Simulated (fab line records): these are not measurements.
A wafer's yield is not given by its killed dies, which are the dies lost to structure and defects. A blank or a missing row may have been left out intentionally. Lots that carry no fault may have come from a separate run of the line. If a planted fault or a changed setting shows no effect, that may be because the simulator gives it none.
A lot that was struck, set against a sound lot || flow sky130 || 16 steps out of a route of 708
Sound: the wafers L578.1, L578.5, L578.6. Struck: wafer L590.2 (L590.1, L590.4, from the same lot, were not struck and are left out); the cause is given at the end.
At each step with rows: each side's tool, then ch and its chambers, then its first start. Under that, the readings that differ: sound wafers || struck wafers || difference of the means || sigmas: that difference in standard deviations of wafers without a fault.
alike: same words and numbers on both sides, and readings whose means sit less than 2 such deviations apart. not compared: any withheld reading, any reading some wafer has no value for, any bound like >300 that may hide the same value, and any number with overlapping values for which the record gives no deviation.
A row with sigmas, a row that says differs or no value, or rows on one side alone: a step with any of these is where the two part. Numbers that don't overlap but have no deviation are shown without sigmas and don't part them. Lack of a reading on every wafer of one side parts them only where that side has two or more wafers.

first, 7 steps without rows for these wafers: SKY_METAL4_HMDS_06 (prime time 60 s); SKY_METAL4_COAT_07 (resist thk 60 nm); SKY_METAL4_COAT_08 (resist thk 1140 nm); SKY_METAL4_SOFTBAKE_09 (time 90 s); SKY_METAL4_EXPOSE_10 (exposes mask MM4, target cd 300 nm); SKY_METAL4_PEB_11; SKY_METAL4_DEVELOP_12 (develop time 60 s).
SKY_METAL4_CD_MEAS_13 targets a cd of 300 nm.
  sound on cdSem-02, day 43 10:13; struck on cdSem-02, day 46 04:19
{"reading": "cdNm (nm)", "sound": "297.0 295.7 295.6", "struck": 299.6, "difference": "+3.5", "sigmas": "+2"}
SKY_METAL4_OVL_MEAS_14:
  sound on overlay-01, day 43 10:20; struck on overlay-02, day 46 04:26
  alike: METAL4_OVL
SKY_METAL4_DESCUM_15: chemistry O2, time 8 s.
  sound on rieMetal-02 ch 0,1, day 43 10:22; struck on rieMetal-01 ch 1, day 46 04:28
{"reading": "oesProductAu (a.u.)", "sound": "1.004 1.013 1.006", "struck": 0.982, "difference": -0.026, "sigmas": -3}
  alike: drypumpMotorCurrentA, rfFwdPowerW
  not compared: rfHoursCounterH
SKY_METAL4_ETCH_16: etches BARC in N2/H2, stops on SiO2, time 88.2 s, target depth 60 nm.
  sound on rieMetal-02 ch 0,1, day 43 10:23; struck on rieMetal-01 ch 1, day 46 04:32
  alike: drypumpMotorCurrentA, oesProductAu, rfFwdPowerW, throttleValvePct
  not compared: rfHoursCounterH
SKY_METAL4_ETCH_17: etches SiO2 in C4F8/O2/Ar, stops on TiN, time 3.9 s, target depth 15 nm.
  sound on rieDiel-04 ch 1,2,3, day 43 10:29; struck on rieDiel-04 ch 2, day 46 04:44
  alike: oesProductAu, rfFwdPowerW
  not compared: rfHoursCounterH
SKY_METAL4_METAL_ETCH_18: etches the open film in Cl2/BCl3, stops on SiO2, target depth 845 nm, time 183.1 s.
  sound on rieMetal-04 ch 0,1, day 43 10:31; struck on rieMetal-02 ch 1, day 46 04:45
{"reading": "drypumpMotorCurrentA (A)", "sound": "4.9 5.4 4.9", "struck": 6.2, "difference": "+1.1", "sigmas": "+2"}
{"reading": "oesProductAu (a.u.)", "sound": "0.856 0.868 0.865", "struck": 0.941, "difference": "+0.078", "sigmas": "+14"}
{"reading": "overEtchFrac", "sound": "0.3 0.3 0.3", "struck": 0.13075, "difference": -0.16925, "sigmas": ""}
{"reading": "model.KrF-thick_of_METAL4_COAT_08.thkNm (nm)", "sound": "508 522.3 505.3", "struck": 603.8, "difference": "+91.9", "sigmas": ""}
{"reading": "model.METAL4.cdNm (nm)", "sound": "294.7 300.2 299", "struck": 307.8, "difference": "+9.8", "sigmas": ""}
{"reading": "model.SiO2_of_VIA3_HDPCVD_00.thkNm (nm)", "sound": "433.8 434.7 435.3", "struck": 441, "difference": "+6", "sigmas": ""}
  alike: rfFwdPowerW, throttleValvePct
  not compared: rfHoursCounterH
SKY_METAL4_STRIP_19: strips in O2/N2.
  sound on plasmaAsher-04 ch 0,1, day 43 10:41; struck on plasmaAsher-04 ch 0, day 46 04:55
{"reading": "oesProductAu (a.u.)", "sound": "0.493 0.501 0.487", "struck": 0.532, "difference": "+0.038", "sigmas": "+7"}
{"reading": "stripTimeToEndpointS (s)", "sound": "6.34 6.49 6.31", "struck": 7.29, "difference": "+0.91", "sigmas": "+11"}
  alike: drypumpMotorCurrentA
  not compared: rfHoursCounterH
then, 1 step without rows for these wafers: SKY_METAL4_STRIP_20 (strips in post etch residue remover, time 1200 s).
-- the record jumps here: 3 days lie between the struck wafers' starts before and after (it left off in module METAL4 and takes up again in module PAD_OPEN, whose first step shown is number 708 of the route) --
SKY_PAD_OPEN_PROBE_99:
  sound on prober-01, day 47 05:43; struck on prober-02, day 49 14:27
{"reading": "model.etest.met4.widthNm (nm)", "sound": "294.4 302.9 299", "struck": 310, "difference": "+11", "sigmas": ""}
  alike: defectLimitedYield, killed_at_M0_to_M3, killed_at_M4_up, killedAtContacts, killedAtFrontEnd, killedAtOther, killedDies, killedOpen, killedShort, sort_bin_3_pad_short, sort_bin_5_function, sort_bin_6_memory, sortNPass, sortYieldPct

WHERE THEY PART
Earliest at SKY_METAL4_CD_MEAS_13; latest, in this record, at SKY_METAL4_STRIP_19. Later steps at which nothing parts them and some readings are alike: SKY_PAD_OPEN_PROBE_99.

WHY: what the simulator had put in
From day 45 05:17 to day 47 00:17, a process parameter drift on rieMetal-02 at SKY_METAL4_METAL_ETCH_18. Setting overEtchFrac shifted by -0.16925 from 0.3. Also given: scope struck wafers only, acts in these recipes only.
